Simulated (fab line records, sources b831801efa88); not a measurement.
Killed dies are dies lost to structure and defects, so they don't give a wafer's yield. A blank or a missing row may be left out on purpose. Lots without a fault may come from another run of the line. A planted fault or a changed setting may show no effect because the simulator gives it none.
A struck lot beside a sound one | flow sky130 | 14 steps out of a route of 708
Sound: wafers L882.1, L882.2, L882.3. Struck: wafers L874.1, L874.2, L874.5. The cause comes at the end.
At each step with rows: each side's tool, then ch and its chambers, then its first start. Under that, the readings that differ: sound wafers | struck wafers | difference of the means | sigmas: that difference in standard deviations of wafers without a fault.
alike: readings whose means differ by less than 2 such deviations, and words and numbers that are the same on both sides. not compared: withheld readings, readings that some wafer has no value for, bounds like >300 that may hide the same value, and numbers for which the record gives no deviation and whose values overlap.
The two part at a step that has a row with sigmas, a row that says differs or no value, or rows on one side only. Numbers that don't overlap but have no deviation are shown without sigmas and don't part them. A reading that every wafer of one side lacks parts them only if that side has two wafers or more.

first, 1 step without rows for these wafers: SKY_CAP2M_DEVELOP_11 (develop time 60 s).
SKY_CAP2M_OVL_MEAS_12:
  sound on overlay-02, day 45 19:42; struck on overlay-02, day 43 17:01
  reading        | sound       | struck         | difference | sigmas
  CAP2M_OVL (nm) | 0.9 0.9 0.0 | -3.1 -3.2 -2.5 | -3.5       | -2
SKY_CAP2M_METAL_ETCH_13: etches TiN in Cl2/BCl3, stops on SiO2, target depth 220 nm, time 62.9 s.
  sound on rie_metal-03 ch 1, day 45 19:44; struck on rie_metal-04 ch 0,1, day 43 17:04
  alike: bcl3_flow_sccm, drypump_motor_current_A, he_backside_leak_sccm, oes_product_au, throttle_valve_pct
  not compared: rf_hours_counter_h
SKY_CAP2M_STRIP_14: strips in O2/N2.
  sound on plasma_asher-04 ch 0,1, day 45 19:53; struck on plasma_asher-01 ch 0,1, day 43 17:10
  alike: drypump_motor_current_A, oes_product_au, strip_time_to_endpoint_s
  not compared: rf_hours_counter_h
then, 8 steps without rows for these wafers: SKY_CAP2M_STRIP_15 (strips in post etch residue remover, time 1200 s); SKY_CAP2M_CLEAN_16 (cleans in IPA, time 180 s); SKY_CAP2M_CLEAN_17 (cleans in O3/DIW); SKY_METAL4_DEHYDRATE_05 (time 60 s); SKY_METAL4_HMDS_06 (prime time 60 s); SKY_METAL4_COAT_07 (resist thk 60 nm); SKY_METAL4_COAT_08 (resist thk 1140 nm); SKY_METAL4_SOFTBAKE_09 (time 90 s).
SKY_METAL4_EXPOSE_10: exposes mask MM4, target cd 300 nm.
  sound on krf_scanner-02 ch 0, day 46 06:10; struck on krf_scanner-01, day 44 04:58
  no value came back on the struck wafers for exposure_dose_mJ_cm2, focus_offset_nm (nm), reticle_temp_C (C); on the sound wafers exposure_dose_mJ_cm2 reads 27.965 27.988 27.918
  alike: mask
then, 1 step without rows for these wafers: SKY_METAL4_PEB_11.

WHERE THEY PART
First at SKY_CAP2M_OVL_MEAS_12; last, within this record, at SKY_METAL4_EXPOSE_10.

WHY: what the simulator had put in
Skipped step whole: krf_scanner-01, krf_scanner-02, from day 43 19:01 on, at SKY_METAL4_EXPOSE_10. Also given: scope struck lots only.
